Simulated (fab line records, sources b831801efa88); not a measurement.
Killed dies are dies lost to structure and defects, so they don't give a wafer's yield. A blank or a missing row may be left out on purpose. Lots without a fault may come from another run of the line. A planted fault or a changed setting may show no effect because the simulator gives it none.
Which tool did it? | flow gf180mcu | 7 lots, 21 wafers sampled, at 2 steps of a route of 602

WHAT THE GAUGES READ, wafer by wafer
GF_V2_RS_MEAS_24: measures by four-point-probe.
lot  | measured     | on            | V2_W_RS (ohm/sq)
L299 | day 21 00:07 | film_metro-02 | 0.331 0.335 0.330
L301 | day 22 00:43 | film_metro-01 | 0.323 0.324 0.317
L304 | day 22 19:20 | film_metro-04 | 0.324 0.330 0.323
L312 | day 26 00:01 | film_metro-01 | 0.332 0.334 0.329
L315 | day 26 16:59 | film_metro-04 | 0.339 0.338 0.333
L317 | day 27 07:45 | film_metro-04 | 0.329 0.328 0.324
L320 | day 28 01:37 | film_metro-02 | 0.326 0.321 0.322

WHICH TOOL RAN EACH LOT (tool, then ch and the chambers of the sampled wafers, then the start)
lot  | GF_SAB_DEVELOP_08
L299 | litho_track-04 ch 0, day 15 17:25
L301 | litho_track-04 ch 0, day 16 15:38
L304 | litho_track-03 ch 0, day 17 12:16
L312 | litho_track-04 ch 0, day 20 20:52
L315 | litho_track-03 ch 0, day 21 18:04
L317 | litho_track-02 ch 0, day 22 09:10
L320 | litho_track-04 ch 0, day 23 06:59
- GF_SAB_DEVELOP_08: develop time 60 s.

THE ANSWER, worked out from the rows above alone
Rule: what is usual is taken from the lots themselves. Put in order of their means at a reading, lots are off if they are a third of the lots or fewer, leave a main group of 4 or more, and stand apart from it by a gap of 3 or more times the standard deviation of the main group's means; of several such gaps the widest counts. A main group whose means are all the same, to the digits that the tables above print for the reading, isn't used. A lot without any number at a reading at which 4 lots or more have one is off too. The other lots that the step has rows for count as sound.
No lot is off at any reading shown: from this, nothing can be told.

WHAT THE SIMULATOR HAD PUT IN
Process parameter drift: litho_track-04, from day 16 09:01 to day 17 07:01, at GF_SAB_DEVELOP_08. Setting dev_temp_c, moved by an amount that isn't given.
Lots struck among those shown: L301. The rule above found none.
